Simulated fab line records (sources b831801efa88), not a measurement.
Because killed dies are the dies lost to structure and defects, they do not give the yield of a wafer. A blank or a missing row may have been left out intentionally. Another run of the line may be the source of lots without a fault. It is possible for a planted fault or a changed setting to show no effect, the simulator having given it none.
Matching of chambers    flow sky130    SKY_FIELD_ISO_ETCH_17 on rie_si-01: 4 sister chambers
The step etches Si in HBr/Cl2/O2, target depth 342 nm, time 97.7 s. 16 wafers are shown with their chamber, then 8 later ones without.

## WAFERS WITH THEIR CHAMBER
wafer   chamber  drypump_motor_current_A (A)  oes_product_au (a.u.)  throttle_valve_pct (%)
L448.1  2        6.1                          0.979                  25.662
L448.3  0        5.7                          1.013                  25.648
L448.5  2        6.2                          0.981                  25.661
L449.2  3        5.5                          0.993                  25.671
L449.4  1        5.7                          0.991                  25.667
L449.5  2        6.1                          0.995                  25.660
L450.1  3        5.5                          0.991                  25.656
L450.3  1        5.7                          0.999                  25.664
L450.4  0        5.7                          1.003                  25.657
L459.1  3        5.5                          1.003                  25.647
L459.3  0        5.7                          1.003                  25.659
L459.6  2        6.2                          0.988                  25.662
L460.3  3        5.4                          0.992                  25.664
L460.5  1        5.7                          1.005                  25.669
L460.6  3        5.4                          1.010                  25.653
L466.2  2        6.2                          0.988                  25.666

SIGNATURES, as means of the wafers listed above
reading                  chamber 0  chamber 1  chamber 2  chamber 3  scatter within a chamber
drypump_motor_current_A  5.700      5.700      6.160      5.460      0.0447
oes_product_au           1.00633    0.99833    0.98620    0.99780    0.00711
throttle_valve_pct       25.65467   25.66667   25.66220   25.65820   0.00617
Rule: a wafer lies at a distance from a chamber equal to the root of the sum of squares, over the readings, of (its reading less the chamber's mean, divided by the reading's scatter). If the next closest chamber is less than 2 further off than the closest, the wafer can't be placed; otherwise it belongs to the closest. The scatter: take each reading less its chamber's mean, square it, sum over the shown wafers, divide by the number of wafers less the number of chambers, and take the root.

## WAFERS MISSING THEIR CHAMBER
wafer   drypump_motor_current_A (A)  oes_product_au (a.u.)  throttle_valve_pct (%)
L466.5  5.7                          1.013                  25.646
L466.6  6.2                          0.987                  25.675
L467.2  5.5                          0.990                  25.670
L467.3  5.7                          1.006                  25.651
L467.4  5.5                          1.014                  25.649
L468.3  5.5                          1.001                  25.657
L468.4  5.5                          1.000                  25.664
L468.5  5.7                          1.010                  25.652

## WHICH CHAMBER EACH WENT THROUGH
wafer    from the rows above       in truth
L466.5   0                         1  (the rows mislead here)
L466.6   2                         2
L467.2   3                         3
L467.3   0                         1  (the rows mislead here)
L467.4   can't be placed: 3 or 0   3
L468.3   3                         3
L468.4   3                         3
L468.5   0                         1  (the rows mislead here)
Correct placement for 4 of the 8. Unplaceable from these rows: 1, with the true chamber sitting among the candidates in 1. 3 placed wrongly.
